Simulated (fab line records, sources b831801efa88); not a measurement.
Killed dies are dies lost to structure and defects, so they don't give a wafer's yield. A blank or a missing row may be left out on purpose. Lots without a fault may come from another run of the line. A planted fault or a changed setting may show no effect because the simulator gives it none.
Which tool did it? | flow sky130 | 24 lots, 72 wafers sampled, at 4 steps of a route of 708

WHAT THE GAUGES READ, wafer by wafer
SKY_CONTACT_THK_MEAS_26: measures by xrf. Usual: CONTACT_W_THK 344 nm, standard deviation 4.5.
lot  | measured     | on            | CONTACT_W_THK (nm) | flag
L075 | day 32 12:09 | film_metro-01 | 340 337 335        |
L077 | day 33 05:43 | film_metro-03 | 342 343 343        |
L074 | day 33 06:00 | film_metro-01 | 341 342 340        |
L076 | day 33 06:57 | film_metro-03 | 339 341 341        |
L078 | day 33 08:07 | film_metro-02 | 340 341 344        |
L079 | day 33 10:21 | film_metro-01 | 344 345 344        |
L080 | day 33 16:02 | film_metro-02 | 344 345 353        |
L081 | day 34 00:48 | film_metro-02 | 338 337 337        |
L082 | day 34 12:34 | film_metro-03 | 345 342 343        |
L084 | day 34 23:43 | film_metro-02 | 354 348 348        |
L083 | day 35 01:58 | film_metro-03 | 338 338 338        |
L085 | day 35 03:56 | film_metro-02 | 346 346 342        |
L086 | day 36 02:50 | film_metro-02 | 342 347 342        |
L088 | day 36 21:29 | film_metro-02 | 348 358 348        |
L087 | day 37 04:08 | film_metro-03 | 346 347 342        |
L090 | day 37 08:34 | film_metro-03 | 349 349 350        |
L089 | day 37 10:41 | film_metro-01 | 341 343 345        |
L092 | day 37 16:41 | film_metro-03 | 343 340 341        |
L091 | day 37 21:26 | film_metro-03 | 350 348 347        |
L093 | day 38 02:22 | film_metro-01 | 336 336 343        |
L094 | day 38 09:24 | film_metro-03 | 350 350 350        |
L095 | day 38 20:43 | film_metro-02 | 347 349 344        |
L096 | day 39 00:39 | film_metro-03 | 346 344 350        |
L097 | day 39 05:47 | film_metro-02 | 345 345 345        |

SKY_CAPM_THK_MEAS_04: measures by xrf. Usual: CAPM_TIN_THK 198.5 nm, standard deviation 2.6.
lot  | measured     | on            | CAPM_TIN_THK (nm) | flag
L075 | day 37 04:17 | film_metro-04 | 198.8 198.3 199.9 |
L077 | day 37 21:16 | film_metro-02 | 197.0 195.3 195.3 |
L074 | day 37 22:07 | film_metro-03 | 197.7 196.3 196.5 |
L076 | day 37 22:28 | film_metro-03 | 199.6 198.0 197.4 |
L078 | day 37 23:23 | film_metro-04 | 198.0 195.4 200.9 |
L079 | day 38 03:00 | film_metro-03 | 194.0 199.7 195.2 |
L080 | day 38 07:57 | film_metro-03 | 200.8 195.2 195.2 |
L081 | day 38 15:29 | film_metro-03 | 194.7 196.8 196.2 |
L082 | day 39 03:24 | film_metro-03 | 198.5 204.1 198.0 |
L084 | day 39 13:59 | film_metro-04 | 196.9 201.2 198.1 |
L083 | day 39 14:50 | film_metro-03 | 203.1 196.0 197.0 |
L085 | day 39 17:19 | film_metro-04 | 200.5 200.6 198.5 |
L086 | day 40 15:53 | film_metro-02 | 198.5 199.7 200.0 |
L088 | day 41 08:45 | film_metro-04 | 198.5 203.0 200.9 |
L087 | day 41 14:57 | film_metro-02 | 200.0 194.3 195.6 |
L090 | day 41 20:05 | film_metro-02 | 195.4 201.2 194.2 |
L089 | day 41 21:40 | film_metro-04 | 202.4 203.1 200.6 |
L092 | day 42 03:43 | film_metro-02 | 198.3 199.5 199.4 |
L091 | day 42 06:32 | film_metro-02 | 195.9 196.9 198.7 |
L093 | day 42 11:08 | film_metro-04 | 197.5 200.4 195.6 |
L094 | day 42 17:45 | film_metro-04 | 200.3 199.7 198.6 |
L095 | day 43 03:56 | film_metro-04 | 197.8 201.1 199.0 |
L096 | day 43 08:37 | film_metro-04 | 200.0 201.1 202.3 |
L097 | day 43 13:06 | film_metro-03 | 200.0 194.7 199.7 |

WHICH TOOL RAN EACH LOT (tool, then ch and the chambers of the sampled wafers, then the start)
lot  | SKY_METAL2_DESCUM_17              | SKY_VIA2_CMP_02
L075 | rie_metal-01 ch 0,1, day 35 22:28 | cmp-02 ch 1,2,3, day 35 23:41
L077 | rie_metal-01 ch 0, day 36 16:16   | cmp-02 ch 0,1, day 36 17:14
L074 | rie_metal-03 ch 1, day 36 16:56   | cmp-01 ch 1,3, day 36 18:07
L076 | rie_metal-04 ch 1, day 36 17:16   | cmp-02 ch 1,2,3, day 36 18:20
L078 | rie_metal-01 ch 1, day 36 18:15   | cmp-01 ch 0,1,3, day 36 19:13
L079 | rie_metal-01 ch 0,1, day 36 21:27 | cmp-02 ch 1,2,3, day 36 22:27
L080 | rie_metal-04 ch 0,1, day 37 02:51 | cmp-02 ch 1,3, day 37 03:51
L081 | rie_metal-04 ch 0,1, day 37 10:23 | cmp-01 ch 0,1,3, day 37 11:23
L082 | rie_metal-03 ch 0,1, day 37 22:58 | cmp-02 ch 2,3, day 37 23:56
L084 | rie_metal-03 ch 0,1, day 38 09:37 | cmp-02 ch 0,1,3, day 38 10:40
L083 | rie_metal-01 ch 0,1, day 38 10:17 | cmp-01 ch 0,1,2, day 38 11:16
L085 | rie_metal-03 ch 1, day 38 13:04   | cmp-02 ch 1,2,3, day 38 14:02
L086 | rie_metal-03 ch 0,1, day 39 11:25 | cmp-02 ch 0,2,3, day 39 13:00
L088 | rie_metal-04 ch 0,1, day 40 04:58 | cmp-01 ch 0,1,2, day 40 05:56
L087 | rie_metal-04 ch 0,1, day 40 12:16 | cmp-02 ch 1,2,3, day 40 13:14
L090 | rie_metal-03 ch 1, day 40 17:07   | cmp-02 ch 0,2, day 40 18:08
L089 | rie_metal-01 ch 0,1, day 40 17:58 | cmp-01 ch 0,1,2, day 40 18:56
L092 | rie_metal-03 ch 0,1, day 41 01:15 | cmp-02 ch 0,1,3, day 41 02:25
L091 | rie_metal-04 ch 0,1, day 41 02:43 | cmp-01 ch 0,1,2, day 41 03:45
L093 | rie_metal-04 ch 1, day 41 08:34   | cmp-01 ch 1,2, day 41 09:35
L094 | rie_metal-03 ch 0,1, day 41 14:49 | cmp-02 ch 0,3, day 41 15:49
L095 | rie_metal-03 ch 0,1, day 42 01:56 | cmp-02 ch 2,3, day 42 02:53
L096 | rie_metal-03 ch 0,1, day 42 05:48 | cmp-02 ch 0,3, day 42 06:46
L097 | rie_metal-04 ch 0,1, day 42 10:13 | cmp-01 ch 0,1,2, day 42 11:17
- SKY_METAL2_DESCUM_17: chemistry O2, time 8 s.
- SKY_VIA2_CMP_02: polishes SiO2.

WHAT THE TOOLS THEMSELVES READ (means of the sampled wafers that have a number; where no wafer has one, the mark that the record gives instead)
SKY_METAL2_DESCUM_17. Usual: drypump_motor_current_A 5.7 A, standard deviation 0.46; oes_product_au 1.001 a.u., standard deviation 0.016; temp_c 39.98 C, standard deviation 0.11.
lot  | tool         | drypump_motor_current_A (A) | oes_product_au (a.u.) | temp_c (C) | flag
L075 | rie_metal-01 | 5.7                         | 1.001                 | 39.85      |
L077 | rie_metal-01 | 6.0                         | 1.003                 | 40.04      |
L074 | rie_metal-03 | 6.1                         | 1.016                 | 40.05      |
L076 | rie_metal-04 | 6.0                         | 1.016                 | 39.95      |
L078 | rie_metal-01 | 5.4                         | 0.997                 | 39.98      |
L079 | rie_metal-01 | 5.8                         | 0.998                 | 40.01      |
L080 | rie_metal-04 | 5.7                         | 1.011                 | 40.04      |
L081 | rie_metal-04 | 5.6                         | 1.007                 | 39.99      |
L082 | rie_metal-03 | 5.8                         | 1.005                 | 39.95      |
L084 | rie_metal-03 | 5.8                         | 0.999                 | 39.89      |
L083 | rie_metal-01 | 5.8                         | 0.994                 | 40.05      |
L085 | rie_metal-03 | 6.1                         | 1.016                 | 39.91      |
L086 | rie_metal-03 | 5.8                         | 1.004                 | 40.06      |
L088 | rie_metal-04 | 5.2                         | 0.994                 | 39.85      |
L087 | rie_metal-04 | 5.6                         | 0.993                 | 39.93      |
L090 | rie_metal-03 | 6.1                         | 1.026                 | 40.01      |
L089 | rie_metal-01 | 5.6                         | 0.997                 | 40.01      |
L092 | rie_metal-03 | 5.8                         | 1.013                 | 40.00      |
L091 | rie_metal-04 | 5.7                         | 0.998                 | 40.00      |
L093 | rie_metal-04 | 6.1                         | 1.006                 | 40.10      |
L094 | rie_metal-03 | 5.8                         | 1.000                 | 40.04      |
L095 | rie_metal-03 | 5.8                         | 0.996                 | 39.96      |
L096 | rie_metal-03 | 5.8                         | 1.001                 | 39.97      |
L097 | rie_metal-04 | 5.2                         | 0.989                 | 40.00      |

SKY_VIA2_CMP_02. Usual: motor_current_A 12.4 A, standard deviation 1.6.
lot  | tool   | motor_current_A (A) | flag
L075 | cmp-02 | 12.5                |
L077 | cmp-02 | 11.2                |
L074 | cmp-01 | 12.9                |
L076 | cmp-02 | 12.6                |
L078 | cmp-01 | 13.2                |
L079 | cmp-02 | 12.6                |
L080 | cmp-02 | 11.1                |
L081 | cmp-01 | 13.4                |
L082 | cmp-02 | 12.7                |
L084 | cmp-02 | 11.1                |
L083 | cmp-01 | 12.9                |
L085 | cmp-02 | 12.6                |
L086 | cmp-02 | 11.9                |
L088 | cmp-01 | 13.1                |
L087 | cmp-02 | 12.6                |
L090 | cmp-02 | 13.0                |
L089 | cmp-01 | 13.1                |
L092 | cmp-02 | 11.1                |
L091 | cmp-01 | 13.3                |
L093 | cmp-01 | 13.8                |
L094 | cmp-02 | 10.5                |
L095 | cmp-02 | 11.4                |
L096 | cmp-02 | 10.4                |
L097 | cmp-01 | 12.5                |

THE ANSWER, worked out from the rows above alone
Rule: a lot is off if the mean of its wafers that have a number lies more than 3 standard deviations from the usual mean. A lot without any number at a reading at which 4 lots or more have one is off too. The other lots that the step has rows for count as sound. The gauges are gone through in route order, then the tools' own readings, and for those a lot's mean is taken as printed above. The first step at which some lot is off is used, and at that step the reading that is off furthest; a lot without a number counts as furthest.
No lot is off at any reading shown: from this, nothing can be told.

WHAT THE SIMULATOR HAD PUT IN
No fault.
